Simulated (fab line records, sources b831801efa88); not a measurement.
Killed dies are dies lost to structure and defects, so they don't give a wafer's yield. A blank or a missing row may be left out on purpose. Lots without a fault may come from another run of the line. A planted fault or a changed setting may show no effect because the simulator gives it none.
Chamber matching | flow sky130 | SKY_VIA2_CMP_02 on cmp-01: 4 sister chambers
The step polishes SiO2. 19 wafers are shown with their chamber, then 9 later ones without.

WAFERS WITH THEIR CHAMBER
wafer  | chamber | motor_current_A (A)
L735.1 | 1       | 14.2
L735.3 | 0       | 11.6
L735.4 | 2       | 14.0
L737.2 | 0       | 12.1
L737.3 | 2       | 13.6
L737.5 | 2       | 13.4
L736.3 | 1       | 14.3
L736.4 | 2       | 13.7
L736.6 | 2       | 14.1
L738.2 | 2       | 14.4
L738.3 | 1       | 14.5
L738.4 | 3       | 14.8
L740.2 | 0       | 11.6
L740.4 | 1       | 14.3
L740.6 | 3       | 14.3
L742.3 | 1       | 14.6
L742.4 | 2       | 14.0
L742.6 | 3       | 14.2
L744.1 | 2       | 12.5

SIGNATURES (means of the wafers above)
reading         | chamber 0 | chamber 1 | chamber 2 | chamber 3 | scatter within a chamber
motor_current_A | 11.767    | 14.380    | 13.713    | 14.433    | 0.436
Rule: a wafer's distance from a chamber is the root of the sum, over the readings, of the square of ((its reading less the chamber's mean) divided by the reading's scatter). The wafer belongs to the nearest chamber; if the next one is less than 2 further off, it can't be placed. The scatter: the root of (the sum of the squares of (reading less its chamber's mean) over the shown wafers, divided by (wafers less chambers)).

WAFERS WITHOUT THEIR CHAMBER
wafer  | motor_current_A (A)
L744.2 | 13.8
L744.4 | 14.9
L750.1 | 11.8
L750.2 | 14.7
L750.4 | 14.0
L754.3 | 15.1
L754.5 | 11.1
L753.4 | 14.7
L753.6 | 15.0

WHICH CHAMBER EACH WENT THROUGH
wafer  | from the rows above          | in truth
L744.2 | can't be placed: 2 or 1 or 3 | 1
L744.4 | can't be placed: 3 or 1 or 2 | 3
L750.1 | 0                            | 0
L750.2 | can't be placed: 3 or 1 or 2 | 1
L750.4 | can't be placed: 2 or 1 or 3 | 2
L754.3 | can't be placed: 3 or 1 or 2 | 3
L754.5 | 0                            | 0
L753.4 | can't be placed: 3 or 1 or 2 | 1
L753.6 | can't be placed: 3 or 1 or 2 | 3
Placed correctly: 2 of 9. Can't be placed from these rows: 7 (the true chamber is among the candidates in 7). Placed wrongly: 0.
